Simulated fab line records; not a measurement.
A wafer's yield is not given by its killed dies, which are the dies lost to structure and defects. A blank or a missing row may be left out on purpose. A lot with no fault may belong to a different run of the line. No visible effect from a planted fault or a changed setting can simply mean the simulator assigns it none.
A struck lot beside a sound one :: flow sky130 :: 43 out of 708 route steps
Sound: wafers L896.1, L896.4, L896.5. The struck wafers were L906.1, L906.2, L906.5. The cause comes at the end.
Order at every step that has rows: each side's tool, ch and its chambers, its first start. Under that, the readings that differ: sound wafers :: struck wafers :: difference of the means :: sigmas: that difference in standard deviations of wafers without a fault.
alike: words and numbers the same on both sides, and readings whose means are apart by under 2 such deviations; not compared: readings that were withheld, readings missing a value for some wafer, numbers with overlapping values and no deviation given by the record, and bounds like >300 which may hide the same value.
A row with sigmas, a row that says differs or no value, or rows on one side alone: a step with any of these is where the two part. When numbers do not overlap yet have no deviation, they are printed without sigmas and do not part them. A reading missing from all wafers of one side parts the sides only when that side holds two or more wafers.

first, 8 steps without rows for these wafers: SKY_LDD_N_IMPLANT_08; SKY_LDD_N_IMPLANT_09; SKY_LDD_N_IMPLANT_10; SKY_LDD_N_IMPLANT_11; SKY_LDD_N_IMPLANT_12; SKY_LDD_N_IMPLANT_13; SKY_LDD_N_IMPLANT_14; SKY_LDD_N_IMPLANT_15.
SKY_LDD_N_STRIP_16: strips in O2/N2.
  sound on plasma-asher-02 ch 0,1, day 19 20:00; struck on plasma-asher-02 ch 0,1, day 23 04:15
  alike: drypump-motor-current-A, oes-product-au, strip-time-to-endpoint-s
  not compared: rf-hours-counter-h
SKY_LDD_N_TW_MEAS_17:
  sound: film-metro-03 at day 19 20:06; struck: film-metro-04 at day 23 04:21
reading: LDD_N_TW
sound: 2588 2582 2571
struck: 2611 2616 2616
difference: +34
sigmas: +2
then, 2 steps without rows for these wafers: SKY_LDD_P_DEHYDRATE_00 (time 60 s); SKY_LDD_P_HMDS_01 (prime time 60 s).
SKY_LDD_P_COAT_02: resist thk 1140 nm.
  struck on litho-track-04, day 23 18:40; sound on litho-track-04 ch 0, day 20 11:49
  no value came back on the struck wafers for chill-plate-temp-C (C), dispense-pressure-kPa (kPa); on the sound wafers chill-plate-temp-C (C) reads 22.92 22.96 23.02
then, 4 steps without rows for these wafers: SKY_LDD_P_SOFTBAKE_03 (time 60 s); SKY_LDD_P_EXPOSE_04 (exposes mask PSDM, target cd 380 nm); SKY_LDD_P_PEB_05; SKY_LDD_P_DEVELOP_06 (develop time 60 s).
SKY_LDD_P_CD_MEAS_07: the cd target is 380 nm.
  sound: cd-sem-02 at day 21 03:04; struck: cd-sem-02 at day 24 10:01
reading: cd-nm (nm)
sound: 375.6 377.4 378.2
struck: - - -
difference: no value on the struck wafers
sigmas: 
SKY_LDD_P_OVL_MEAS_08:
  sound: overlay-01 at day 21 03:11; struck: overlay-01 at day 24 10:08
reading: LDD_P_OVL (nm)
sound: -1.8 -2.4 0.2
struck: - - -
difference: no value on the struck wafers
sigmas: 
then, 1 step without rows for these wafers: SKY_LDD_P_IMPLANT_09.
SKY_LDD_P_STRIP_10: strips in O2/N2.
  sound on plasma-asher-02 ch 0,1, day 21 03:22; struck on plasma-asher-02 ch 0,1, day 24 10:19
  no value came back on the struck wafers for oes-product-au (a.u.), strip-time-to-endpoint-s (s); on the sound wafers oes-product-au (a.u.) reads 0.712 0.713 0.716
  alike: drypump-motor-current-A
  not compared: rf-hours-counter-h
SKY_LDD_P_TW_MEAS_11:
  sound: film-metro-02 at day 21 03:28; struck: film-metro-04 at day 24 10:25
  alike: LDD_P_TW
then, 7 steps without rows for these wafers: SKY_LDD_HVN_DEHYDRATE_00 (time 60 s); SKY_LDD_HVN_HMDS_01 (prime time 60 s); SKY_LDD_HVN_COAT_02 (resist thk 300 nm); SKY_LDD_HVN_SOFTBAKE_03 (time 60 s); SKY_LDD_HVN_EXPOSE_04 (exposes mask HVNTM, target cd 700 nm); SKY_LDD_HVN_PEB_05; SKY_LDD_HVN_DEVELOP_06 (develop time 60 s).
SKY_LDD_HVN_OVL_MEAS_07:
  sound: overlay-02 at day 22 09:38; struck: overlay-01 at day 25 15:37
  alike: LDD_HVN_OVL
then, 1 step without rows for these wafers: SKY_LDD_HVN_IMPLANT_08.
SKY_LDD_HVN_STRIP_09: strips in O2/N2.
  sound on plasma-asher-04 ch 0, day 22 09:50; struck on plasma-asher-01 ch 0,1, day 25 15:48
  alike: drypump-motor-current-A, oes-product-au, strip-time-to-endpoint-s
  not compared: rf-hours-counter-h
SKY_LDD_HVN_TW_MEAS_10:
  sound: film-metro-01 at day 22 09:56; struck: film-metro-03 at day 25 15:54
reading: LDD_HVN_TW
sound: 1424 1430 1428
struck: 1470 1466 1470
difference: +41
sigmas: +4
then, 7 steps without rows for these wafers: SKY_LDD_HVP_DEHYDRATE_00 (time 60 s); SKY_LDD_HVP_HMDS_01 (prime time 60 s); SKY_LDD_HVP_COAT_02 (resist thk 300 nm); SKY_LDD_HVP_SOFTBAKE_03 (time 60 s); SKY_LDD_HVP_EXPOSE_04 (exposes mask HVPTM, target cd 700 nm); SKY_LDD_HVP_PEB_05; SKY_LDD_HVP_DEVELOP_06 (develop time 60 s).
SKY_LDD_HVP_OVL_MEAS_07:
  sound: overlay-01 at day 23 15:52; struck: overlay-01 at day 26 20:38
reading: LDD_HVP_OVL (nm)
sound: 4.7 5.4 4.8
struck: -2.3 -2.6 -2.9
difference: -7.6
sigmas: -4
then, 1 step without rows for these wafers: SKY_LDD_HVP_IMPLANT_08.
SKY_LDD_HVP_TW_MEAS_10:
  sound: film-metro-01 at day 23 16:09; struck: film-metro-03 at day 26 20:55
reading: LDD_HVP_TW
sound: 453 457 455
struck: 696 695 696
difference: +241
sigmas: +69

WHERE THEY PART
Earliest at SKY_LDD_N_TW_MEAS_17; latest, in this record, at SKY_LDD_HVP_TW_MEAS_10.

WHY: the cause the simulator had injected
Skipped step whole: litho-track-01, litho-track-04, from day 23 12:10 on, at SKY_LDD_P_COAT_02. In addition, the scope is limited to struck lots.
